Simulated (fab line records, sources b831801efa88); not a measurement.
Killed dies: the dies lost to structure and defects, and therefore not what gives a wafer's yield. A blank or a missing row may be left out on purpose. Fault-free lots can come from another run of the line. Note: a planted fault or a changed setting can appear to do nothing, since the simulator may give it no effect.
Which tool did it? || flow gf180mcu || 6 lots with 18 wafers sampled at 4 steps, on a route of 602 steps

WHAT THE GAUGES READ, wafer by wafer
GF_V5_THK_MEAS_25: measures by xrf.
{"lot": "L103", "measured": "day 27 05:25", "on": "film metro-02", "V5_W_THK (nm)": "356 348 352"}
{"lot": "L105", "measured": "day 28 02:01", "on": "film metro-02", "V5_W_THK (nm)": "347 354 343"}
{"lot": "L110", "measured": "day 29 16:56", "on": "film metro-03", "V5_W_THK (nm)": "341 352 341"}
{"lot": "L112", "measured": "day 30 08:09", "on": "film metro-03", "V5_W_THK (nm)": "352 345 341"}
{"lot": "L114", "measured": "day 30 20:25", "on": "film metro-01", "V5_W_THK (nm)": "348 345 341"}
{"lot": "L121", "measured": "day 32 17:43", "on": "film metro-02", "V5_W_THK (nm)": "338 339 349"}

EACH LOT AND THE TOOL THAT RAN IT (in order: tool; ch and the chambers of the sampled wafers; start)
{"lot": "L103", "GF_POLY_GATE_STRIP_14": "plasma asher-03 ch 0,1, day 9 05:55", "GF_MIM_METAL_ETCH_19": "rie metal-03 ch 0,1, day 25 09:00", "GF_M5_METAL_ETCH_10": "rie metal-02 ch 0,1, day 26 06:23"}
{"lot": "L105", "GF_POLY_GATE_STRIP_14": "plasma asher-01 ch 0,1, day 9 20:58", "GF_MIM_METAL_ETCH_19": "rie metal-03 ch 0,1, day 26 05:15", "GF_M5_METAL_ETCH_10": "rie metal-02 ch 1, day 27 02:28"}
{"lot": "L110", "GF_POLY_GATE_STRIP_14": "plasma asher-01 ch 0,1, day 11 10:16", "GF_MIM_METAL_ETCH_19": "rie metal-01 ch 0,1, day 27 23:46", "GF_M5_METAL_ETCH_10": "rie metal-02 ch 0,1, day 28 19:49"}
{"lot": "L112", "GF_POLY_GATE_STRIP_14": "plasma asher-01 ch 0,1, day 12 00:26", "GF_MIM_METAL_ETCH_19": "rie metal-04 ch 0,1, day 28 16:40", "GF_M5_METAL_ETCH_10": "rie metal-02 ch 0, day 29 12:19"}
{"lot": "L114", "GF_POLY_GATE_STRIP_14": "plasma asher-01 ch 0,1, day 12 14:47", "GF_MIM_METAL_ETCH_19": "rie metal-04 ch 0,1, day 29 04:31", "GF_M5_METAL_ETCH_10": "rie metal-02 ch 0,1, day 29 23:37"}
{"lot": "L121", "GF_POLY_GATE_STRIP_14": "plasma asher-03 ch 0,1, day 14 19:50", "GF_MIM_METAL_ETCH_19": "rie metal-03 ch 0,1, day 31 05:40", "GF_M5_METAL_ETCH_10": "rie metal-03 ch 0,1, day 31 22:50"}
- GF_POLY_GATE_STRIP_14: strips in O2/N2.
- GF_MIM_METAL_ETCH_19: etches the open film in Cl2/BCl3, stops on Si3N4, target depth 324.5 nm, time 54.1 s.
- GF_M5_METAL_ETCH_10: etches the open film in Cl2/BCl3, stops on SiO2, target depth 750.8 nm, time 125.1 s.

THE ANSWER, worked out from the rows above alone
Rule: the lots themselves supply what counts as usual. Put in order of their means at a reading, lots are off if they are a third of the lots or fewer, leave a main group of 4 or more, and stand apart from it by a gap of 3 or more times the standard deviation of the main group's means; of several such gaps the widest counts. Not used: any main group whose means are identical at the precision the tables above print for the reading. A lot without any number at a reading at which 4 lots or more have one is off too. Where the step has rows for the other lots, those lots are counted as sound.
Nothing can be told from this: no lot is off at any reading shown.

WHAT THE SIMULATOR HAD PUT IN
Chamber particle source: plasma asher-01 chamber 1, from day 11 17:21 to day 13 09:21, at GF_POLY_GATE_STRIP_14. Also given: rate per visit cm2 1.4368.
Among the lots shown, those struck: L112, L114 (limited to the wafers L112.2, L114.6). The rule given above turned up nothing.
